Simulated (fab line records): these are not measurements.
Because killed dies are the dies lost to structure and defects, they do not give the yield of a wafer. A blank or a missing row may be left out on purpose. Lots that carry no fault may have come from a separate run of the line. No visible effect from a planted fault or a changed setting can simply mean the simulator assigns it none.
Chamber matching | flow gf180mcu | 3 sister chambers for GF_SAB_CVD_00 on pecvd-01
The step deposits SiO2 from TEOS, target thk 50 nm, time 4.9302 s. 14 wafers are shown with their chamber, then 7 later ones without.

== EACH WAFER AND ITS CHAMBER ==
wafer  | chamber | heater power w (W)
L316.2 | 0       | 735
L316.3 | 2       | 729
L316.6 | 2       | 559
L317.1 | 2       | 597
L317.3 | 0       | 866
L317.5 | 1       | 737
L322.1 | 0       | 893
L322.2 | 1       | 735
L322.5 | 2       | 688
L326.4 | 1       | 655
L326.5 | 2       | 707
L326.6 | 0       | 743
L334.1 | 2       | 721
L334.4 | 1       | 724

SIGNATURES, as means of the wafers listed above
reading        | chamber 0 | chamber 1 | chamber 2 | scatter within a chamber
heater power w | 809.25    | 712.75    | 666.83    | 67.5
Rule: distance of a wafer from a chamber = root of the sum over the readings of ((wafer's reading minus chamber's mean) / reading's scatter) squared. If the next closest chamber is less than 2 further off than the closest, the wafer can't be placed; otherwise it belongs to the closest. The scatter: take each reading less its chamber's mean, square it, sum over the shown wafers, divide by the number of wafers less the number of chambers, and take the root.

== WAFERS WITHOUT THEIR CHAMBER ==
wafer  | heater power w (W)
L334.6 | 705
L335.1 | 706
L335.2 | 591
L335.3 | 851
L337.1 | 727
L337.2 | 714
L337.4 | 746

== EACH ONE'S CHAMBER ==
wafer  | from the rows above          | in truth
L334.6 | can't be placed: 1 or 2 or 0 | 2
L335.1 | can't be placed: 1 or 2 or 0 | 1
L335.2 | can't be placed: 2 or 1      | 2
L335.3 | can't be placed: 0 or 1      | 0
L337.1 | can't be placed: 1 or 2 or 0 | 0
L337.2 | can't be placed: 1 or 2 or 0 | 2
L337.4 | can't be placed: 1 or 0 or 2 | 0
Correctly placed: 0 of 7. These rows do not allow placing 7 (true chamber among the candidates in 7). Number placed wrongly: 0.
